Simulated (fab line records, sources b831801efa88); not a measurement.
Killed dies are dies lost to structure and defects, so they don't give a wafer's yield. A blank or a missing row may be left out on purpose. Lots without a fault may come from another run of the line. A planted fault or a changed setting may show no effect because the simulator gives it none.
A struck lot beside a sound one | flow gf180mcu | 15 steps out of a route of 602
Sound: wafers L472.1, L472.2, L472.4. Struck: wafer L482.5. (L482.1 of the same lot was not struck and is left out.) The cause comes at the end.
At each step with rows: each side's tool, then ch and its chambers, then its first start. Under that, the readings that differ: sound wafers | struck wafers | difference of the means | sigmas: that difference in standard deviations of wafers without a fault.
alike: readings whose means differ by less than 2 such deviations, and words and numbers that are the same on both sides. not compared: withheld readings, readings that some wafer has no value for, bounds like >300 that may hide the same value, and numbers for which the record gives no deviation and whose values overlap.
The two part at a step that has a row with sigmas, a row that says differs or no value, or rows on one side only. Numbers that don't overlap but have no deviation are shown without sigmas and don't part them. A reading that every wafer of one side lacks parts them only if that side has two wafers or more.

GF_POLY_GATE_THK_MEAS_01:
  sound on film_metro-03, day 10 04:01; struck on film_metro-01, day 12 23:07
  alike: POLY_GATE_CVD_00_THK
then, 8 steps without rows for these wafers: GF_POLY_GATE_DEHYDRATE_02 (time 60 s); GF_POLY_GATE_HMDS_03 (prime time 60 s); GF_POLY_GATE_COAT_04; GF_POLY_GATE_COAT_05 (resist thk 700 nm); GF_POLY_GATE_SOFTBAKE_06 (time 60 s); GF_POLY_GATE_EXPOSE_07 (exposes mask Poly2, target cd 280 nm); GF_POLY_GATE_PEB_08 (peb time 90 s); GF_POLY_GATE_DEVELOP_09 (develop time 60 s).
GF_POLY_GATE_CD_MEAS_10: target cd 280 nm.
  sound on cd_sem-01, day 10 21:19; struck on cd_sem-01, day 13 19:24
  alike: cd_nm
GF_POLY_GATE_OVL_MEAS_11:
  sound on overlay-02, day 10 21:26; struck on overlay-01, day 13 19:31
  alike: POLY_GATE_OVL
GF_POLY_GATE_ETCH_12: etches BARC in N2/H2.
  sound on rie_diel-04 ch 1,2,3, day 10 21:28; struck on rie_diel-02 ch 3, day 13 19:34
  reading                     | sound       | struck | difference | sigmas
  drypump_motor_current_A (A) | 5.4 5.7 6.3 | 5.1    | -0.7       | -2
  alike: oes_product_au, throttle_valve_pct
GF_POLY_GATE_ETCH_13: etches poly-Si in HBr/Cl2, stops on SiO2, target depth 198.5 nm, time 69.6 s.
  sound on rie_si-01 ch 0,2,3, day 10 21:31; struck on rie_si-02 ch 1, day 13 19:37
  reading                                          | sound             | struck | difference | sigmas
  run_length_s (s)                                 | 98.3 97.5 98.1    | 101.2  | +3.2       | +8
  model.SiO2_of_DUAL_GATE_OXIDATION_02.thk_nm (nm) | 14.87 14.97 14.88 | 14.41  | -0.50      |
  alike: drypump_motor_current_A, oes_product_au, throttle_valve_pct
  not compared: rf_hours_counter_h
GF_POLY_GATE_STRIP_14: strips in O2/N2.
  sound on plasma_asher-03 ch 0,1, day 10 21:34; struck on plasma_asher-02 ch 0, day 13 19:40
  alike: drypump_motor_current_A, heater_power_w, oes_product_au
  not compared: rf_hours_counter_h
then, 1 step without rows for these wafers: GF_PASSIVATION_PROBE_99.

WHERE THEY PART
First at GF_POLY_GATE_ETCH_12; last, within this record, at GF_POLY_GATE_ETCH_13. Later steps at which nothing parts them and some readings are alike: GF_POLY_GATE_STRIP_14.

WHY: what the simulator had put in
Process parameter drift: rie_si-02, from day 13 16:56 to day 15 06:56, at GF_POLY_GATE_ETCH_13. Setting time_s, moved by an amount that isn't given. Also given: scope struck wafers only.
